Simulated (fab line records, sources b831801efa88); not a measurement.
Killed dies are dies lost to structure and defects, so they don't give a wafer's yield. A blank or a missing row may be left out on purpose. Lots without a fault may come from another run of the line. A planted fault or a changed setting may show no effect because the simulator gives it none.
Problem report in the 8D (eight disciplines) form, filled by code | flow sky130 | the parts of the form that need people (team, actions taken, sign-off) are left out

1. THE PROBLEM
rf_fwd_power_W at SKY_CONTACT_ETCH_17 reads a mean of 1245 W on 6 wafers of 2 lots; wafers without a fault read 1486 W with a standard deviation of 5.8. That is -42 standard deviations from the usual mean.
The step: etches SiO2 in C4F8/O2/Ar, stops on Si3N4, target depth 340 nm.
First seen on wafer L304.1, day 37 04:04, on rie_diel-02. The record holds 18 wafers of 6 lots with a number at this step. Rule for "out", or "out of limits": more than 4 standard deviations from the usual mean. The other wafers with a number count as sound.

2. WHAT IT IS AND WHAT IT IS NOT
question                    | is                     | is not
which readings at this step | rf_fwd_power_W         | oes_product_au
which lots                  | L304, L305             | L288, L296, L310, L311
which wafers of those lots  | all that have a number | -
read on which tools         | rie_diel-02            | rie_diel-01, rie_diel-03
when                        | from day 37 04:04      | up to then (6 sound wafers); but 6 sound wafers of L310, L311 came after

3. SUSPECTS, AND WHAT RULES EACH OUT
Counting: a tool at a process step up to the reading stays a suspect if it ran every lot that is out and no sound lot after the first of them.
- rie_diel-02 at SKY_CONTACT_ETCH_16 (etches BARC in N2/H2, stops on SiO2, time 45.9 s, target depth 60 nm): kept. It ran every lot that is out, first L304 (day 37 04:02), and no sound lot after that; its last sound lot up to then is L296 (day 34 04:46).
- rie_diel-02 at SKY_CONTACT_ETCH_17 (etches SiO2 in C4F8/O2/Ar, stops on Si3N4, target depth 340 nm): kept. It ran every lot that is out, first L304 (day 37 04:04), and no sound lot after that; its last sound lot up to then is L296 (day 34 04:49). Its own readings are out on those wafers: rf_fwd_power_W.
Left after counting: rie_diel-02 at SKY_CONTACT_ETCH_16, rie_diel-02 at SKY_CONTACT_ETCH_17.

4. THE CAUSE (what the simulator had put in)
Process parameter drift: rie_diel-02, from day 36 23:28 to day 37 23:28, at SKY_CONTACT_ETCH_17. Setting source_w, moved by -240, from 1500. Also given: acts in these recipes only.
Counting left 2 suspects, and this tool is among them.

5. THE CHAIN OF EFFECTS, in route order
Each row: a reading whose mean over the struck wafers that have a number lies more than 3 standard deviations from the usual. Only readings for which the record gives a usual standard deviation are gone through. hours: the time from each lot's start at the first step in this table that gives one to its start at this step, as a median over the lots. sigmas: the change in usual standard deviations.
hours | step                | reading        | usual  | on struck wafers | change | sigmas
0     | SKY_CONTACT_ETCH_17 | rf_fwd_power_W | 1486 W | 1245             | -241   | -42
The process steps in it:
- SKY_CONTACT_ETCH_17: etches SiO2 in C4F8/O2/Ar, stops on Si3N4, target depth 340 nm.

6. WHAT WOULD HAVE CAUGHT IT SOONER
In this record the first reading out of limits was taken at day 37 04:04, 5 hours after the fault began at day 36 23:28.
